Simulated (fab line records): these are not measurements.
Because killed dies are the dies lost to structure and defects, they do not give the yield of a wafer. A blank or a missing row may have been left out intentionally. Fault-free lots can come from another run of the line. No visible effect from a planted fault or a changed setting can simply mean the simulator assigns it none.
Which tool did it? :: flow sky130 :: 39 wafers from 13 lots sampled at 5 of the route's 708 steps

WHAT THE GAUGES SHOWED, per wafer
SKY_POLY_GATE_THK_MEAS_21.
lot: L841
measured: day 16 06:01
on: film-metro-02
POLY_GATE_OXIDATION_THK (nm): 4.07 4.06 3.98

lot: L843
measured: day 17 04:23
on: film-metro-02
POLY_GATE_OXIDATION_THK (nm): 4.02 3.89 3.96

lot: L844
measured: day 17 11:50
on: film-metro-02
POLY_GATE_OXIDATION_THK (nm): 3.99 3.95 4.03

lot: L845
measured: day 17 19:52
on: film-metro-02
POLY_GATE_OXIDATION_THK (nm): 3.98 3.98 3.93

lot: L847
measured: day 18 19:53
on: film-metro-02
POLY_GATE_OXIDATION_THK (nm): 4.00 3.91 3.96

lot: L854
measured: day 21 06:33
on: film-metro-02
POLY_GATE_OXIDATION_THK (nm): 3.92 3.84 3.96

lot: L855
measured: day 21 19:34
on: film-metro-04
POLY_GATE_OXIDATION_THK (nm): 4.08 4.04 4.11

lot: L857
measured: day 22 06:33
on: film-metro-03
POLY_GATE_OXIDATION_THK (nm): 3.97 4.04 3.90

lot: L858
measured: day 22 17:25
on: film-metro-04
POLY_GATE_OXIDATION_THK (nm): 3.93 3.96 3.94

lot: L859
measured: day 23 00:07
on: film-metro-04
POLY_GATE_OXIDATION_THK (nm): 3.96 4.06 4.07

lot: L862
measured: day 24 23:09
on: film-metro-02
POLY_GATE_OXIDATION_THK (nm): 3.98 4.04 4.02

lot: L863
measured: day 25 00:09
on: film-metro-04
POLY_GATE_OXIDATION_THK (nm): 4.03 4.10 3.94

lot: L864
measured: day 25 09:56
on: film-metro-03
POLY_GATE_OXIDATION_THK (nm): 4.16 4.13 4.17

SKY_LDD_N_OVL_MEAS_07.
lot: L841
measured: day 17 10:52
on: overlay-02
LDD_N_OVL (nm): 0.3 1.9 0.1

lot: L843
measured: day 18 10:34
on: overlay-02
LDD_N_OVL (nm): 1.7 3.4 2.3

lot: L844
measured: day 18 17:58
on: overlay-01
LDD_N_OVL (nm): 0.9 1.1 1.5

lot: L845
measured: day 19 02:05
on: overlay-01
LDD_N_OVL (nm): 1.3 2.1 3.8

lot: L847
measured: day 20 03:19
on: overlay-01
LDD_N_OVL (nm): 1.9 2.3 1.9

lot: L854
measured: day 22 13:52
on: overlay-01
LDD_N_OVL (nm): 1.1 -0.1 0.1

lot: L855
measured: day 23 02:19
on: overlay-01
LDD_N_OVL (nm): 0.3 0.2 0.3

lot: L857
measured: day 23 13:04
on: overlay-02
LDD_N_OVL (nm): 0.3 1.1 -0.4

lot: L858
measured: day 24 00:46
on: overlay-02
LDD_N_OVL (nm): 0.0 -0.2 0.9

lot: L859
measured: day 24 06:59
on: overlay-01
LDD_N_OVL (nm): -1.2 -1.4 -3.2

lot: L862
measured: day 26 05:19
on: overlay-01
LDD_N_OVL (nm): 0.7 1.7 1.8

lot: L863
measured: day 26 06:16
on: overlay-01
LDD_N_OVL (nm): -0.6 1.8 0.1

lot: L864
measured: day 26 15:26
on: overlay-01
LDD_N_OVL (nm): -1.8 -0.7 -0.9

SKY_LDD_P_TW_MEAS_11.
lot: L841
measured: day 18 18:49
on: film-metro-04
LDD_P_TW: 637.9 640.8 639.8

lot: L843
measured: day 19 19:31
on: film-metro-01
LDD_P_TW: 633.3 636.6 636.3

lot: L844
measured: day 20 03:25
on: film-metro-04
LDD_P_TW: 577.6 576.0 575.9

lot: L845
measured: day 20 10:14
on: film-metro-03
LDD_P_TW: 580.9 581.5 582.8

lot: L847
measured: day 21 12:13
on: film-metro-04
LDD_P_TW: 638.1 640.7 637.8

lot: L854
measured: day 23 23:01
on: film-metro-04
LDD_P_TW: 634.2 632.4 635.6

lot: L855
measured: day 24 10:08
on: film-metro-03
LDD_P_TW: 639.4 638.2 640.6

lot: L857
measured: day 25 01:41
on: film-metro-01
LDD_P_TW: 636.3 636.3 634.6

lot: L858
measured: day 25 08:49
on: film-metro-04
LDD_P_TW: 638.3 640.3 638.3

lot: L859
measured: day 25 14:47
on: film-metro-01
LDD_P_TW: 636.3 638.9 640.0

lot: L862
measured: day 27 11:37
on: film-metro-01
LDD_P_TW: 636.9 640.6 638.9

lot: L863
measured: day 27 13:25
on: film-metro-04
LDD_P_TW: 634.7 638.4 640.0

lot: L864
measured: day 27 22:03
on: film-metro-01
LDD_P_TW: 643.7 639.7 637.5

SKY_LDD_HVN_OVL_MEAS_07.
lot: L841
measured: day 20 02:16
on: overlay-02
LDD_HVN_OVL (nm): -1.2 0.4 0.6

lot: L843
measured: day 21 02:10
on: overlay-02
LDD_HVN_OVL (nm): 0.9 -0.2 -0.3

lot: L844
measured: day 21 11:22
on: overlay-01
LDD_HVN_OVL (nm): -3.1 -3.0 -0.3

lot: L845
measured: day 21 16:52
on: overlay-02
LDD_HVN_OVL (nm): 4.8 1.9 1.1

lot: L847
measured: day 22 19:19
on: overlay-01
LDD_HVN_OVL (nm): 0.2 3.3 -0.4

lot: L854
measured: day 25 05:31
on: overlay-02
LDD_HVN_OVL (nm): 2.7 1.5 2.5

lot: L855
measured: day 25 16:37
on: overlay-01
LDD_HVN_OVL (nm): -2.4 1.4 -0.8

lot: L857
measured: day 26 07:22
on: overlay-02
LDD_HVN_OVL (nm): 0.0 0.5 1.2

lot: L858
measured: day 26 14:49
on: overlay-02
LDD_HVN_OVL (nm): -1.3 -1.8 -0.6

lot: L859
measured: day 26 20:14
on: overlay-02
LDD_HVN_OVL (nm): -0.2 0.9 0.6

lot: L862
measured: day 28 16:40
on: overlay-02
LDD_HVN_OVL (nm): -1.0 -0.1 0.0

lot: L863
measured: day 28 17:46
on: overlay-02
LDD_HVN_OVL (nm): -0.4 1.1 0.0

lot: L864
measured: day 29 02:56
on: overlay-01
LDD_HVN_OVL (nm): 0.3 1.2 -0.3

WHICH TOOL RAN EACH LOT (tool, then ch and the chambers of the sampled wafers, then the start)
lot: L841
SKY_LDD_P_IMPLANT_09: implanter-03 ch 0, day 18 18:34

lot: L843
SKY_LDD_P_IMPLANT_09: implanter-03 ch 0, day 19 19:16

lot: L844
SKY_LDD_P_IMPLANT_09: implanter-03 ch 0, day 20 03:10

lot: L845
SKY_LDD_P_IMPLANT_09: implanter-03 ch 0, day 20 10:00

lot: L847
SKY_LDD_P_IMPLANT_09: implanter-01 ch 0, day 21 11:59

lot: L854
SKY_LDD_P_IMPLANT_09: implanter-03 ch 0, day 23 22:46

lot: L855
SKY_LDD_P_IMPLANT_09: implanter-01 ch 0, day 24 09:54

lot: L857
SKY_LDD_P_IMPLANT_09: implanter-04 ch 0, day 25 01:26

lot: L858
SKY_LDD_P_IMPLANT_09: implanter-04 ch 0, day 25 08:34

lot: L859
SKY_LDD_P_IMPLANT_09: implanter-04 ch 0, day 25 14:34

lot: L862
SKY_LDD_P_IMPLANT_09: implanter-01 ch 0, day 27 11:22

lot: L863
SKY_LDD_P_IMPLANT_09: implanter-04 ch 0, day 27 13:10

lot: L864
SKY_LDD_P_IMPLANT_09: implanter-03 ch 0, day 27 21:51
- SKY_LDD_P_IMPLANT_09

AS READ BY THE TOOLS THEMSELVES (means over the sampled wafers that have a number; for cases with no such wafer, the mark the record gives instead)
SKY_LDD_P_IMPLANT_09.
lot: L841
tool: implanter-03
beam-energy-keV: 25.008

lot: L843
tool: implanter-03
beam-energy-keV: 25.005

lot: L844
tool: implanter-03
beam-energy-keV: 24.999

lot: L845
tool: implanter-03
beam-energy-keV: 24.994

lot: L847
tool: implanter-01
beam-energy-keV: 24.993

lot: L854
tool: implanter-03
beam-energy-keV: 25.010

lot: L855
tool: implanter-01
beam-energy-keV: 24.998

lot: L857
tool: implanter-04
beam-energy-keV: 25.007

lot: L858
tool: implanter-04
beam-energy-keV: 25.002

lot: L859
tool: implanter-04
beam-energy-keV: 24.991

lot: L862
tool: implanter-01
beam-energy-keV: 25.007

lot: L863
tool: implanter-04
beam-energy-keV: 25.002

lot: L864
tool: implanter-03
beam-energy-keV: 25.002

THE ANSWER, worked out from the rows above alone
Rule: usual is defined by the lots themselves. The widest of any qualifying gaps counts: lots, ordered by their means at a reading, are off when they make up no more than a third of the lots, leave a main group of 4 or more, and stand apart from it by 3 or more times the standard deviation of that group's means. The tables above print the reading to a certain number of digits; a main group whose means all agree to those digits is not used. A lot without any number at a reading at which 4 lots or more have one is off too. Where the step has rows for the other lots, those lots are counted as sound. After the gauges, taken in route order, come the tools' own readings; for these a lot's mean is taken, as printed above. The first step at which some lot is off is used, and at that step the reading that is off furthest; a lot without a number counts as furthest.
Off: L844, L845, at SKY_LDD_P_TW_MEAS_11 (LDD_P_TW). Mean 637.9 and standard deviation 1.9 in the main group.
A tool fits if, at a process step before that reading, it ran every lot that is off, and no sound lot after the first of them. Gauges at SKY_LDD_P_TW_MEAS_11: tried the same way as those tools. Of those tried, none fits.

WHAT THE SIMULATOR HAD INSERTED
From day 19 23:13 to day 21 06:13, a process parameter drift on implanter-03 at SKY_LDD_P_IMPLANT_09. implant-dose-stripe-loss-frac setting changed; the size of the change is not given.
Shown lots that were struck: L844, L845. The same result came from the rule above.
